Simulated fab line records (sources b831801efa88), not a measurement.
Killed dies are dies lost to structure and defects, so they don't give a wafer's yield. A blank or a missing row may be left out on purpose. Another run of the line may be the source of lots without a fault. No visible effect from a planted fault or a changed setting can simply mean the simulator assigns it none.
Which tool is to blame?	flow gf180mcu	41 wafers from 14 lots sampled at 4 of the route's 602 steps

## WHAT THE GAUGES READ, wafer by wafer
GF_M3_OVL_MEAS_15.
lot	measured	on	M3_OVL (nm)
L572	day 21 04:55	overlay-01	1 -1
L575	day 22 02:50	overlay-01	-4 4 0
L577	day 22 23:32	overlay-01	2 7 7
L578	day 23 11:20	overlay-02	1 0 -1
L579	day 24 02:11	overlay-02	8 5 4
L580	day 24 03:07	overlay-02	6 2 0
L581	day 24 17:41	overlay-01	5 4 6
L582	day 24 23:50	overlay-02	11 10 4
L583	day 25 08:10	overlay-01	3 4 5
L585	day 25 18:16	overlay-02	-1 2 -5
L587	day 26 10:58	overlay-02	0 10 1
L589	day 27 01:33	overlay-02	-8 -5 -10
L591	day 27 18:44	overlay-01	-4 6 2
L593	day 28 12:28	overlay-02	1 -6 0

GF_V3_BOW_MEAS_05.
lot	measured	on	V3_BOW (um)
L572	day 21 06:11	film-metro-02	107 114
L575	day 22 04:07	film-metro-04	119 133 121
L577	day 23 00:49	film-metro-02	109 104 108
L578	day 23 12:41	film-metro-03	112 117 109
L579	day 24 03:37	film-metro-02	124 116 119
L580	day 24 04:31	film-metro-04	113 115 123
L581	day 24 18:59	film-metro-03	109 115 104
L582	day 25 01:20	film-metro-02	119 113 121
L583	day 25 09:26	film-metro-04	106 106 117
L585	day 25 19:32	film-metro-04	123 129 139
L587	day 26 12:14	film-metro-02	122 103 115
L589	day 27 02:52	film-metro-04	110 112 113
L591	day 27 20:01	film-metro-03	124 126 110
L593	day 28 13:44	film-metro-03	110 103 113

## WHICH TOOL RAN EACH LOT (tool, then ch and the chambers of the sampled wafers, then the start)
lot	GF_V2_SPUTTER_22	GF_V3_CVD_02
L572	pvd-sputter-04, day 20 03:37	pecvd-02 ch 0,2, day 21 05:44
L575	pvd-sputter-04, day 21 01:46	pecvd-02 ch 0,1,2, day 22 03:41
L577	pvd-sputter-01, day 21 23:03	pecvd-03 ch 0,1,2, day 23 00:22
L578	pvd-sputter-03, day 22 11:11	pecvd-03 ch 0,2, day 23 12:14
L579	pvd-sputter-03, day 23 02:37	pecvd-03 ch 0,1,2, day 24 03:10
L580	pvd-sputter-01, day 23 03:37	pecvd-01 ch 1,2, day 24 04:04
L581	pvd-sputter-01, day 23 18:17	pecvd-02 ch 1,2, day 24 18:32
L582	pvd-sputter-04, day 24 01:04	pecvd-01 ch 0,1,2, day 25 00:41
L583	pvd-sputter-04, day 24 09:34	pecvd-02 ch 0,1,2, day 25 09:00
L585	pvd-sputter-01, day 24 20:22	pecvd-01 ch 0,1,2, day 25 19:05
L587	pvd-sputter-01, day 25 13:13	pecvd-01 ch 0,1,2, day 26 11:47
L589	pvd-sputter-04, day 26 04:17	pecvd-01 ch 0,1,2, day 27 02:24
L591	pvd-sputter-03, day 26 22:25	pecvd-01 ch 0,1,2, day 27 19:33
L593	pvd-sputter-04, day 27 16:07	pecvd-03 ch 0,1,2, day 28 13:17
- GF_V2_SPUTTER_22: material TiN, target thk 10 nm, time 40 s.
- GF_V3_CVD_02: deposits SiO2 from TEOS, target thk 850 nm, time 94.851 s.

## WHAT THE TOOLS THEMSELVES READ (means of the sampled wafers that have a number; where no wafer has one, the mark that the record gives instead)
GF_V2_SPUTTER_22.
lot	tool	throttle-valve-pct (%)
L572	pvd-sputter-04	30.2
L575	pvd-sputter-04	29.6
L577	pvd-sputter-01	30.1
L578	pvd-sputter-03	31.1
L579	pvd-sputter-03	29.6
L580	pvd-sputter-01	30.5
L581	pvd-sputter-01	29.5
L582	pvd-sputter-04	29.6
L583	pvd-sputter-04	29.9
L585	pvd-sputter-01	30.5
L587	pvd-sputter-01	29.2
L589	pvd-sputter-04	29.4
L591	pvd-sputter-03	30.9
L593	pvd-sputter-04	29.4

GF_V3_CVD_02.
lot	tool	heater-power-w (W)	rf-fwd-power-W (W)
L572	pecvd-02	722	593.8
L575	pecvd-02	610	595.2
L577	pecvd-03	745	595.3
L578	pecvd-03	688	596.1
L579	pecvd-03	663	595.8
L580	pecvd-01	585	597.0
L581	pecvd-02	590	595.9
L582	pecvd-01	581	595.9
L583	pecvd-02	615	595.9
L585	pecvd-01	597	596.6
L587	pecvd-01	591	595.2
L589	pecvd-01	559	567.0
L591	pecvd-01	532	563.8
L593	pecvd-03	703	597.7

## THE ANSWER, worked out from the rows above alone
Rule: what is usual is taken from the lots themselves. The widest of any qualifying gaps counts: lots, ordered by their means at a reading, are off when they make up no more than a third of the lots, leave a main group of 4 or more, and stand apart from it by 3 or more times the standard deviation of that group's means. The tables above print the reading to a certain number of digits; a main group whose means all agree to those digits is not used. Also off: a lot with no number at a reading for which 4 or more lots have one. Where the step has rows for the other lots, those lots are counted as sound. After the gauges, taken in route order, come the tools' own readings; for these a lot's mean is taken, as printed above. The first step at which some lot is off is used, and at that step the reading that is off furthest; a lot without a number counts as furthest.
Off at GF_V3_CVD_02 (rf-fwd-power-W): L589, L591. The main group: mean 595.9 W, standard deviation 0.95.
If a tool, at that step or one of the process steps before it, ran each lot that is off and ran no sound lot following the first of them, it fits. One fits: pecvd-01 at GF_V3_CVD_02. Its last sound lot is L587 (day 26 11:47), its first lot that is off L589 (day 27 02:24): a fault that began between those two fits.
On the lots that are off, the tool's own readings at GF_V3_CVD_02 differ by more than 5 times the standard deviation of the sound lots' means, which bears it out; rf-fwd-power-W reads 565.4 W there versus 595.9 W on the sound lots.

## WHAT THE SIMULATOR PUT IN
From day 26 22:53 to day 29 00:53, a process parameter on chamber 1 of pecvd-01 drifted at GF_V3_CVD_02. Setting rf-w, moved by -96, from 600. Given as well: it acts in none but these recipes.
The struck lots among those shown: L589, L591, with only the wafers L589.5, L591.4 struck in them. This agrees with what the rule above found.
